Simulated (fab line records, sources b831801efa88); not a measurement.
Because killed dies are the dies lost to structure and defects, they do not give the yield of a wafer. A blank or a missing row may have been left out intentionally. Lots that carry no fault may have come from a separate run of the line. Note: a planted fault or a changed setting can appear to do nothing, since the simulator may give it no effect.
The same fault as seen by 2 desks + flow sky130 + each desk holds nothing but its own numbers, with what lay behind them at the end

## AT THE TOOL OWNER'S DESK: lpcvd-02
The tool's own readings at SKY_SONOS_ONO_CVD_02 (deposits Si3N4 from DCS/NH3, target thk 10.5 nm, time 175 s): means of the sampled wafers that have a number, for each lot that ran on this tool. Marked OUT: a lot whose mean sits more than 4 standard deviations from the usual mean, which makes it out of limits; the brackets give that distance.
Columns: A = zone-power-lower-pct at SKY_SONOS_ONO_CVD_02, usual 11.91 %
| lot  | first seen here | A     |
|------|-----------------|-------|
| L932 | day 12 12:53    | 12.16 |
| L933 | day 12 17:11    | 12.00 |
| L935 | day 13 06:57    | 11.97 |
| L936 | day 14 00:03    | 11.72 |
| L937 | day 14 06:16    | 12.11 |
| L939 | day 14 23:41    | 12.05 |
| L941 | day 15 19:29    | 11.61 |
| L945 | day 16 20:42    | 12.04 |
| L950 | day 18 10:50    | 11.61 |
| L951 | day 18 21:17    | 11.99 |
| L952 | day 19 05:13    | 11.91 |
This desk's verdict: no lot among the 11 shows anything out of limits.

## THE METROLOGY DESK
What the gauges read, lot by lot, whatever tool the lot ran on: means of the sampled wafers that have a number. Marked OUT: a lot whose mean sits more than 4 standard deviations from the usual mean, which makes it out of limits; the brackets give that distance.
Columns: A = SONOS_ONO_CVD_02_THK at SKY_SONOS_ONO_THK_MEAS_03, usual 10.12 nm
| lot  | first seen here | A              |
|------|-----------------|----------------|
| L932 | day 12 14:28    | 10.07          |
| L933 | day 12 18:14    | 9.92           |
| L935 | day 13 08:01    | 10.10          |
| L936 | day 14 01:07    | 10.13          |
| L937 | day 14 07:20    | 10.29          |
| L939 | day 15 00:44    | 10.08          |
| L941 | day 15 20:33    | 10.16          |
| L945 | day 16 21:45    | 10.05          |
| L950 | day 18 11:55    | 7.46 (-20) OUT |
| L951 | day 18 22:22    | 7.42 (-21) OUT |
| L952 | day 19 06:17    | 7.47 (-20) OUT |
This desk's finding: out of limits on L950, L951, L952; first on L950, day 18 11:55 (SONOS_ONO_CVD_02_THK at SKY_SONOS_ONO_THK_MEAS_03). Within limits: L932, L933, L935, L936, L937, L939, L941, L945.

## PUT TOGETHER
Metrology desk: alarm possible at day 18 11:55 on L950, L951, L952.
Nothing out of limits was seen by the tool owner's desk.
Tool owner's desk: L950, L951, L952 on record, inside its limits.
Every lot named ran SKY_SONOS_ONO_CVD_02 on lpcvd-02.

## WHAT HAD BEEN PUT IN BY THE SIMULATOR
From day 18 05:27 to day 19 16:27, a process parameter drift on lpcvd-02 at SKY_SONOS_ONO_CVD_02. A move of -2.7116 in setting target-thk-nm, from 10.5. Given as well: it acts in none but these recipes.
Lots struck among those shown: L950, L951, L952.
Hours from the fault's start to each desk's first reading out of limits: the metrology desk, 6.
